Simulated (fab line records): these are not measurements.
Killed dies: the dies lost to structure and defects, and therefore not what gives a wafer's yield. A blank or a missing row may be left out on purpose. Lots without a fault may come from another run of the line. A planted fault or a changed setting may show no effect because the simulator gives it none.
Which tool is to blame? -- flow sky130 -- 12 lots, 36 wafers sampled, at 5 steps of a route of 708

## WHAT THE GAUGES READ, wafer by wafer
SKY_VIA1_THK_MEAS_23: measures by xrf.
lot,measured,on,VIA1_W_THK (nm)
L555,day 34 16:29,film_metro-01,264 266 265
L556,day 35 01:49,film_metro-03,266 263 264
L559,day 35 10:36,film_metro-03,268 267 268
L561,day 36 12:46,film_metro-01,264 258 261
L563,day 36 13:06,film_metro-03,263 266 264
L566,day 37 17:52,film_metro-04,269 265 271
L568,day 38 01:08,film_metro-03,267 262 260
L569,day 38 07:25,film_metro-04,267 269 266
L570,day 38 12:50,film_metro-03,271 263 268
L573,day 39 16:59,film_metro-03,270 272 273
L574,day 39 17:43,film_metro-04,272 266 267
L578,day 40 20:04,film_metro-01,265 271 269

SKY_METAL2_OVL_MEAS_16.
lot,measured,on,METAL2_OVL (nm)
L555,day 35 19:31,overlay-01,8 6 4
L556,day 36 05:14,overlay-02,9 19 16
L559,day 36 13:40,overlay-02,2 -5 -1
L561,day 37 14:32,overlay-02,2 7 2
L563,day 37 14:46,overlay-02,-9 -4 -7
L566,day 38 19:30,overlay-02,0 -1 0
L568,day 39 02:28,overlay-02,2 0 0
L569,day 39 08:28,overlay-01,-3 1 1
L570,day 39 14:14,overlay-02,11 8 6
L573,day 40 17:26,overlay-01,45 41 41
L574,day 40 18:43,overlay-01,33 35 34
L578,day 41 21:11,overlay-02,1 2 2

SKY_VIA2_BOW_MEAS_03.
lot,measured,on,VIA2_BOW (um)
L555,day 35 20:52,film_metro-04,83 96 89
L556,day 36 06:32,film_metro-02,82 85 82
L559,day 36 15:01,film_metro-02,81 88 91
L561,day 37 15:51,film_metro-02,84 75 96
L563,day 37 16:08,film_metro-02,66 82 80
L566,day 38 20:53,film_metro-02,81 95 87
L568,day 39 04:11,film_metro-02,82 88 93
L569,day 39 09:47,film_metro-02,92 98 80
L570,day 39 15:50,film_metro-02,80 95 76
L573,day 40 18:45,film_metro-01,86 87 93
L574,day 40 20:02,film_metro-02,81 86 84
L578,day 41 22:33,film_metro-04,98 98 90

## TOOL THAT RAN EACH LOT (tool first, then ch and the chambers of the sampled wafers, then the start)
lot,SKY_METAL2_SPUTTER_03,SKY_METAL2_EXPOSE_12
L555,"pvd_sputter-04, day 34 16:54","krf_scanner-02 ch 0, day 35 06:58"
L556,"pvd_sputter-04, day 35 02:14","krf_scanner-02 ch 0, day 35 15:11"
L559,"pvd_sputter-01, day 35 11:05","krf_scanner-02 ch 0, day 36 00:22"
L561,"pvd_sputter-03, day 36 13:11","krf_scanner-01 ch 0, day 37 01:50"
L563,"pvd_sputter-01, day 36 13:31","krf_scanner-01 ch 0, day 37 02:00"
L566,"pvd_sputter-04, day 37 18:18","krf_scanner-02 ch 0, day 38 07:10"
L568,"pvd_sputter-03, day 38 01:33","krf_scanner-02 ch 0, day 38 14:23"
L569,"pvd_sputter-04, day 38 07:50","krf_scanner-01 ch 0, day 38 20:19"
L570,"pvd_sputter-01, day 38 13:16","krf_scanner-01 ch 0, day 39 02:00"
L573,"pvd_sputter-04, day 39 17:24","krf_scanner-02 ch 0, day 40 05:41"
L574,"pvd_sputter-03, day 39 18:18","krf_scanner-02 ch 0, day 40 06:46"
L578,"pvd_sputter-03, day 40 20:29","krf_scanner-01 ch 0, day 41 09:11"
- SKY_METAL2_SPUTTER_03: material Ti, target thk 5 nm, time 3.3 s.
- SKY_METAL2_EXPOSE_12: exposes mask MM2, target cd 140 nm.

## WHAT THE TOOLS THEMSELVES READ (means of the sampled wafers that have a number; where no wafer has one, the mark that the record gives instead)
SKY_METAL2_SPUTTER_03.
lot,tool,chamber_pressure_pa (Pa),throttle_valve_pct (%)
L555,pvd_sputter-04,0.4002,30.0
L556,pvd_sputter-04,0.4005,29.9
L559,pvd_sputter-01,0.3997,30.6
L561,pvd_sputter-03,0.4002,30.9
L563,pvd_sputter-01,0.3996,30.0
L566,pvd_sputter-04,0.3993,30.0
L568,pvd_sputter-03,0.3997,29.9
L569,pvd_sputter-04,0.4003,29.8
L570,pvd_sputter-01,0.4000,30.5
L573,pvd_sputter-04,0.3998,30.0
L574,pvd_sputter-03,0.4001,29.7
L578,pvd_sputter-03,0.3995,29.6

SKY_METAL2_EXPOSE_12.
lot,tool,focus_offset_nm (nm)
L555,krf_scanner-02,0.5
L556,krf_scanner-02,-0.7
L559,krf_scanner-02,0.6
L561,krf_scanner-01,-0.6
L563,krf_scanner-01,-0.0
L566,krf_scanner-02,-0.3
L568,krf_scanner-02,-0.3
L569,krf_scanner-01,-0.6
L570,krf_scanner-01,0.8
L573,krf_scanner-02,-0.5
L574,krf_scanner-02,-0.6
L578,krf_scanner-01,-0.2

## THE ANSWER, worked out from the rows above alone
Rule: what is usual is taken from the lots themselves. Put in order of their means at a reading, lots are off if they are a third of the lots or fewer, leave a main group of 4 or more, and stand apart from it by a gap of 3 or more times the standard deviation of the main group's means; of several such gaps the widest counts. A main group whose means are all the same, to the digits that the tables above print for the reading, isn't used. A lot without any number at a reading at which 4 lots or more have one is off too. The other lots that the step has rows for count as sound. After the gauges, taken in route order, come the tools' own readings; for these a lot's mean is taken, as printed above. At the first step where some lot is off, the reading lying furthest off is the one used; lots without a number count as furthest.
Off: L573, L574, seen at SKY_METAL2_OVL_MEAS_16 (METAL2_OVL). Mean 3 nm and standard deviation 5.6 in the main group.
A tool fits if, at a process step before that reading, it ran every lot that is off, and no sound lot after the first of them. The gauges at SKY_METAL2_OVL_MEAS_16 are tried like those tools. Can't be told from this: 2 tools fit, krf_scanner-02 at SKY_METAL2_EXPOSE_12, overlay-01 at SKY_METAL2_OVL_MEAS_16.

## WHAT HAD BEEN PUT IN BY THE SIMULATOR
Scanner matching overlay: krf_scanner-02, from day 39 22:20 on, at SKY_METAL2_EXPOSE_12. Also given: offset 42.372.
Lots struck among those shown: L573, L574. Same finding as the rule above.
